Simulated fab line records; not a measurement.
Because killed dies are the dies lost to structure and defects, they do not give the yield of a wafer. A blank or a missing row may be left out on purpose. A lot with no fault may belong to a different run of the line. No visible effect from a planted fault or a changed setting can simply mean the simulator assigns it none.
Which tool is to blame?    flow gf180mcu    Sampling: 12 lots, 36 wafers, 5 of 602 route steps

## WHAT THE GAUGES SHOWED, per wafer
GF_HV_LDD_THK_MEAS_57. Usual: HV_LDD_CVD_56_THK gives 90.0 nm (standard deviation 0.89).
lot   measured      on             HV_LDD_CVD_56_THK (nm)  flag
L197  day 13 04:02  film metro-03  90.1 88.7 88.5          
L198  day 13 13:04  film metro-04  89.5 90.4 90.2          
L199  day 13 17:11  film metro-03  66.9 66.4 67.0          OFF
L200  day 14 01:41  film metro-04  66.1 66.2 65.9          OFF
L201  day 14 10:52  film metro-04  89.5 89.9 89.3          
L212  day 18 09:59  film metro-03  89.5 89.7 88.5          
L213  day 18 17:16  film metro-04  90.8 90.2 90.2          
L214  day 19 02:23  film metro-03  89.5 90.0 89.7          
L215  day 19 04:58  film metro-04  87.9 89.8 89.3          
L216  day 19 22:46  film metro-02  91.8 91.8 91.7          
L217  day 20 01:32  film metro-03  90.7 90.5 91.0          
L218  day 20 04:49  film metro-04  91.0 89.7 89.6          

GF_SAB_OVL_MEAS_10. Usual: SAB_OVL gives 0.3 nm (standard deviation 1.3).
lot   measured      on          SAB_OVL (nm)    flag
L197  day 15 19:52  overlay-01  1.1 -0.5 0.8    
L198  day 16 05:47  overlay-02  0.5 0.3 -1.1    
L199  day 16 11:10  overlay-01  -1.7 1.6 0.0    
L200  day 16 20:08  overlay-02  0.3 -0.1 -1.3   
L201  day 17 05:09  overlay-02  -1.8 -3.3 -1.9  
L212  day 21 11:01  overlay-02  0.7 0.5 0.6     
L213  day 21 18:49  overlay-02  0.0 -0.3 1.1    
L214  day 22 03:16  overlay-01  -1.0 -1.0 1.2   
L215  day 22 06:50  overlay-01  0.5 -0.4 -0.3   
L216  day 22 22:22  overlay-01  1.3 -0.3 0.4    
L217  day 23 01:10  overlay-01  1.9 1.7 3.2     
L218  day 23 04:58  overlay-01  0.6 0.3 -0.9    

## WHAT TOOL EACH LOT RAN ON (gives the tool, then ch and the chambers of the sampled wafers, and finally the start)
lot   GF_HV_LDD_CVD_56             GF_HV_LDD_ETCHBACK_58               GF_PSD_RTA_13
L197  lpcvd-01 ch 1, day 13 02:37  rie diel-02 ch 1,3, day 13 04:05    rtp anneal-02 ch 0, day 14 21:24
L198  lpcvd-01 ch 1, day 13 11:38  rie diel-04 ch 0,3, day 13 13:08    rtp anneal-02 ch 0, day 15 07:22
L199  lpcvd-01 ch 1, day 13 15:45  rie diel-01 ch 1,2, day 13 17:14    rtp anneal-02 ch 0, day 15 12:40
L200  lpcvd-01 ch 1, day 14 00:15  rie diel-02 ch 0,1, day 14 01:44    rtp anneal-02 ch 0, day 15 21:50
L201  lpcvd-02 ch 0, day 14 09:26  rie diel-02 ch 2,3, day 14 10:55    rtp anneal-02 ch 0, day 16 06:51
L212  lpcvd-02 ch 1, day 18 08:34  rie diel-02 ch 0,1, day 18 10:02    rtp anneal-02 ch 0, day 20 10:56
L213  lpcvd-02 ch 0, day 18 15:50  rie diel-04 ch 0,1,2, day 18 17:19  rtp anneal-02 ch 0, day 20 18:23
L214  lpcvd-01 ch 0, day 19 00:57  rie diel-02 ch 1,2,3, day 19 02:26  rtp anneal-01 ch 0, day 21 03:22
L215  lpcvd-02 ch 0, day 19 03:32  rie diel-02 ch 0,2,3, day 19 05:01  rtp anneal-01 ch 0, day 21 06:31
L216  lpcvd-01 ch 0, day 19 21:20  rie diel-02 ch 2,3, day 19 22:49    rtp anneal-01 ch 0, day 21 22:46
L217  lpcvd-01 ch 0, day 20 00:05  rie diel-01 ch 0,3, day 20 01:35    rtp anneal-01 ch 0, day 22 02:23
L218  lpcvd-02 ch 0, day 20 03:23  rie diel-01 ch 0,1,2, day 20 04:52  rtp anneal-01 ch 0, day 22 05:17
- GF_HV_LDD_CVD_56: deposits Si3N4 from DCS/NH3, target thk 90 nm, time 1543 s.
- GF_HV_LDD_ETCHBACK_58: etches Si3N4 in CH3F/O2, stops on SiO2, time 100 s, target depth 90 nm.
- GF_PSD_RTA_13: time 18.25 s.

## AS READ BY THE TOOLS THEMSELVES (means over the sampled wafers that have a number; for cases with no such wafer, the mark the record gives instead)
GF_HV_LDD_CVD_56. Usual: spike tc lower C 770.9 C, standard deviation 1.3; zone power upper pct 13.5 %, standard deviation 1.4.
lot   tool      spike tc lower C (C)  zone power upper pct (%)  flag
L197  lpcvd-01  771.5                 11.3                      
L198  lpcvd-01  770.3                 11.3                      
L199  lpcvd-01  770.4                 11.2                      
L200  lpcvd-01  771.2                 11.3                      
L201  lpcvd-02  771.7                 13.4                      
L212  lpcvd-02  770.8                 15.7                      
L213  lpcvd-02  771.7                 13.4                      
L214  lpcvd-01  771.4                 13.6                      
L215  lpcvd-02  772.0                 13.2                      
L216  lpcvd-01  771.0                 13.7                      
L217  lpcvd-01  769.7                 13.8                      
L218  lpcvd-02  771.0                 13.4                      

GF_HV_LDD_ETCHBACK_58. Usual: drypump motor current A 5.7 A, standard deviation 0.4; oes product au 0.843 a.u., standard deviation 0.0067; throttle valve pct 10.562 %, standard deviation 0.01.
lot   tool         drypump motor current A (A)  oes product au (a.u.)  throttle valve pct (%)  flag
L197  rie diel-02  5.4                          0.836                  10.556                  
L198  rie diel-04  5.7                          0.843                  10.558                  
L199  rie diel-01  5.9                          0.727                  10.549                  OFF
L200  rie diel-02  5.3                          0.719                  10.534                  OFF
L201  rie diel-02  5.8                          0.838                  10.559                  
L212  rie diel-02  5.2                          0.842                  10.566                  
L213  rie diel-04  6.0                          0.849                  10.561                  
L214  rie diel-02  5.7                          0.841                  10.566                  
L215  rie diel-02  5.8                          0.837                  10.568                  
L216  rie diel-02  5.7                          0.853                  10.557                  
L217  rie diel-01  5.3                          0.848                  10.563                  
L218  rie diel-01  5.6                          0.841                  10.565                  

GF_PSD_RTA_13. Usual: anneal temp c max 1029.0, standard deviation 0.93; lamp power pct 33 %, standard deviation 3.1; wafer_temp_C_max 1031.6, standard deviation 1.3.
lot   tool           anneal temp c max  lamp power pct (%)  wafer_temp_C_max  flag
L197  rtp anneal-02  1029.2             30                  1031.2            
L198  rtp anneal-02  1027.7             30                  1031.5            
L199  rtp anneal-02  1029.1             30                  1031.3            
L200  rtp anneal-02  1028.1             30                  1033.3            
L201  rtp anneal-02  1028.5             30                  1033.0            
L212  rtp anneal-02  1028.9             30                  1031.6            
L213  rtp anneal-02  1028.6             30                  1032.9            
L214  rtp anneal-01  1029.4             36                  1030.9            
L215  rtp anneal-01  1030.1             36                  1031.2            
L216  rtp anneal-01  1029.5             36                  1031.2            
L217  rtp anneal-01  1029.5             36                  1031.8            
L218  rtp anneal-01  1030.8             36                  1030.7            

## THE ANSWER, worked out from the rows above alone
Rule: lot off if the mean of its wafers having a number is beyond 3 standard deviations from the usual mean. Also off: a lot with no number at a reading for which 4 or more lots have one. Where the step has rows for the other lots, those lots are counted as sound. After the gauges, taken in route order, come the tools' own readings; for these a lot's mean is taken, as printed above. At the first step where some lot is off, the reading lying furthest off is the one used; lots without a number count as furthest.
Off: L199, L200, seen at GF_HV_LDD_THK_MEAS_57 (HV_LDD_CVD_56_THK).
A tool fits if, at a process step before that reading, it ran every lot that is off, and no sound lot after the first of them. Not tried: the gauges at GF_HV_LDD_THK_MEAS_57; whatever is off there is also off at GF_HV_LDD_ETCHBACK_58, on other tools, and gauge error can't account for it. Not one of the candidates tried fits.

## WHAT HAD BEEN PUT IN BY THE SIMULATOR
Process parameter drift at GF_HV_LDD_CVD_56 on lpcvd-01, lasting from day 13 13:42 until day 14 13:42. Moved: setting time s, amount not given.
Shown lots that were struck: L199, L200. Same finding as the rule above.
